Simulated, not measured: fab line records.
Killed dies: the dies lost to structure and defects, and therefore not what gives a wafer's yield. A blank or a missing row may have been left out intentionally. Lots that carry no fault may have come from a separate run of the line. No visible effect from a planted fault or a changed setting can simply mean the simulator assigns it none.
The tool behind it: which one? :: flow gf180mcu :: 12 lots with 36 wafers sampled at 4 steps, on a route of 602 steps

== WHAT THE GAUGES READ, wafer by wafer ==
GF_STI_CD_MEAS_12: target cd 220 nm.
lot: L607
measured: day 2 03:35
on: cd sem-01
cd nm (nm): 219.2 218.0 218.4

lot: L608
measured: day 2 07:12
on: cd sem-02
cd nm (nm): 219.1 218.1 219.7

lot: L609
measured: day 2 12:25
on: cd sem-02
cd nm (nm): 222.4 220.9 220.7

lot: L610
measured: day 2 16:29
on: cd sem-02
cd nm (nm): 220.5 220.1 221.2

lot: L611
measured: day 2 23:01
on: cd sem-01
cd nm (nm): 222.1 221.6 221.0

lot: L620
measured: day 4 20:08
on: cd sem-02
cd nm (nm): 220.3 218.3 220.4

lot: L621
measured: day 5 03:11
on: cd sem-01
cd nm (nm): 159.6 173.2 181.0 159.8 173.2 181.0

lot: L622
measured: day 5 07:01
on: cd sem-01
cd nm (nm): 167.0 134.7 162.2 167.0 134.9 162.1

lot: L624
measured: day 5 17:29
on: cd sem-01
cd nm (nm): 219.1 220.8 221.3

lot: L628
measured: day 6 14:10
on: cd sem-02
cd nm (nm): 218.8 219.0 219.1

lot: L629
measured: day 6 19:25
on: cd sem-02
cd nm (nm): 219.6 220.3 221.0

lot: L630
measured: day 6 23:44
on: cd sem-02
cd nm (nm): 222.1 222.1 220.0

GF_V3_CD_MEAS_14: target cd 260 nm.
lot: L607
measured: day 22 19:08
on: cd sem-01
cd nm (nm): 261.2 261.8 261.2

lot: L608
measured: day 23 00:41
on: cd sem-01
cd nm (nm): 259.3 260.0 259.6

lot: L609
measured: day 23 05:52
on: cd sem-02
cd nm (nm): 260.2 260.8 260.5

lot: L610
measured: day 23 22:53
on: cd sem-02
cd nm (nm): 260.6 261.0 259.6

lot: L611
measured: day 24 04:49
on: cd sem-02
cd nm (nm): 258.0 256.9 258.3

lot: L620
measured: day 26 19:47
on: cd sem-01
cd nm (nm): 257.1 256.9 255.9

lot: L621
measured: day 27 10:46
on: cd sem-01
cd nm (nm): 260.7

lot: L624
measured: day 28 06:54
on: cd sem-01
cd nm (nm): 261.1 260.3 260.4

lot: L628
measured: day 29 06:13
on: cd sem-01
cd nm (nm): 258.1 256.7 256.9

lot: L629
measured: day 29 14:29
on: cd sem-02
cd nm (nm): 260.4 258.9 259.9

lot: L630
measured: day 29 20:42
on: cd sem-02
cd nm (nm): 260.9 260.5 261.4

GF_M4_RS_MEAS_05: uses a four-point probe to measure.
lot: L607
measured: day 22 20:57
on: film metro-03
M4_ALCU_RS (ohm/sq): 0.0686 0.0689 0.0704

lot: L608
measured: day 23 02:25
on: film metro-02
M4_ALCU_RS (ohm/sq): 0.0693 0.0690 0.0694

lot: L609
measured: day 23 07:36
on: film metro-02
M4_ALCU_RS (ohm/sq): 0.0701 0.0712 0.0707

lot: L610
measured: day 24 00:37
on: film metro-02
M4_ALCU_RS (ohm/sq): 0.0698 0.0698 0.0688

lot: L611
measured: day 24 06:32
on: film metro-02
M4_ALCU_RS (ohm/sq): 0.0690 0.0690 0.0692

lot: L620
measured: day 26 21:32
on: film metro-02
M4_ALCU_RS (ohm/sq): 0.0697 0.0696 0.0690

lot: L621
measured: day 27 12:34
on: film metro-04
M4_ALCU_RS (ohm/sq): 0.0689

lot: L624
measured: day 28 08:40
on: film metro-03
M4_ALCU_RS (ohm/sq): 0.0686 0.0692 0.0683

lot: L628
measured: day 29 07:59
on: film metro-03
M4_ALCU_RS (ohm/sq): 0.0693 0.0697 0.0696

lot: L629
measured: day 29 16:14
on: film metro-02
M4_ALCU_RS (ohm/sq): 0.0700 0.0700 0.0702

lot: L630
measured: day 29 22:28
on: film metro-04
M4_ALCU_RS (ohm/sq): 0.0688 0.0697 0.0682

== EACH LOT AND THE TOOL THAT RAN IT (in order: tool; ch and the chambers of the sampled wafers; start) ==
lot: L607
GF_STI_EXPOSE_09: krf scanner-02 ch 0, day 1 21:38

lot: L608
GF_STI_EXPOSE_09: krf scanner-02 ch 0, day 2 01:14

lot: L609
GF_STI_EXPOSE_09: krf scanner-02 ch 0, day 2 06:37

lot: L610
GF_STI_EXPOSE_09: krf scanner-02 ch 0, day 2 10:41

lot: L611
GF_STI_EXPOSE_09: krf scanner-01 ch 0, day 2 16:20

lot: L620
GF_STI_EXPOSE_09: krf scanner-02 ch 0, day 4 13:02

lot: L621
GF_STI_EXPOSE_09: krf scanner-01 ch 0, day 4 19:57

lot: L622
GF_STI_EXPOSE_09: krf scanner-01 ch 0, day 4 23:55

lot: L624
GF_STI_EXPOSE_09: krf scanner-02 ch 0, day 5 10:46

lot: L628
GF_STI_EXPOSE_09: krf scanner-02 ch 0, day 6 06:27

lot: L629
GF_STI_EXPOSE_09: krf scanner-02 ch 0, day 6 11:25

lot: L630
GF_STI_EXPOSE_09: krf scanner-02 ch 0, day 6 16:23
- GF_STI_EXPOSE_09: exposes mask COMP, target cd 220 nm.

== WHAT THE TOOLS THEMSELVES READ (means of the sampled wafers that have a number; where no wafer has one, the mark that the record gives instead) ==
GF_STI_EXPOSE_09.
lot: L607
tool: krf scanner-02
stage vel mm s (mm/s): 500.01

lot: L608
tool: krf scanner-02
stage vel mm s (mm/s): 499.70

lot: L609
tool: krf scanner-02
stage vel mm s (mm/s): 500.05

lot: L610
tool: krf scanner-02
stage vel mm s (mm/s): 500.17

lot: L611
tool: krf scanner-01
stage vel mm s (mm/s): 500.02

lot: L620
tool: krf scanner-02
stage vel mm s (mm/s): 499.97

lot: L621
tool: krf scanner-01
stage vel mm s (mm/s): 500.13

lot: L622
tool: krf scanner-01
stage vel mm s (mm/s): 500.43

lot: L624
tool: krf scanner-02
stage vel mm s (mm/s): 500.30

lot: L628
tool: krf scanner-02
stage vel mm s (mm/s): 499.92

lot: L629
tool: krf scanner-02
stage vel mm s (mm/s): 500.00

lot: L630
tool: krf scanner-02
stage vel mm s (mm/s): 500.16

== THE ANSWER, worked out from the rows above alone ==
Rule: the lots themselves supply what counts as usual. The widest of any qualifying gaps counts: lots, ordered by their means at a reading, are off when they make up no more than a third of the lots, leave a main group of 4 or more, and stand apart from it by 3 or more times the standard deviation of that group's means. If all means in a main group match to the digits the tables above print for the reading, that group is not used. A lot without any number at a reading at which 4 lots or more have one is off too. The other lots that the step has rows for count as sound. Order of review: gauges by route order, followed by the tools' own readings, for which a lot's mean as printed above is used. At the first step where some lot is off, the reading lying furthest off is the one used; lots without a number count as furthest.
Off: L621, L622, at GF_STI_CD_MEAS_12 (cd nm). The main group: mean 220.2 nm, standard deviation 1.
A tool fits if, at a process step before that reading, it ran every lot that is off, and no sound lot after the first of them. Gauges at GF_STI_CD_MEAS_12: tried the same way as those tools. One candidate fits, namely krf scanner-01 at GF_STI_EXPOSE_09. A fault onset in the window from L611 (day 2 16:20, its last sound lot) to L621 (day 4 19:57, its first lot off) fits.

== WHAT THE SIMULATOR HAD INSERTED ==
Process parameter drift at GF_STI_EXPOSE_09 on krf scanner-01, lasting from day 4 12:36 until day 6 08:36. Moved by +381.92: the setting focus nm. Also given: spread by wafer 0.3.
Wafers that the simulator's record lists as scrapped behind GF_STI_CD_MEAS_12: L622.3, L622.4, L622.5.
Shown lots that were struck: L621, L622. This agrees with what the rule above found.
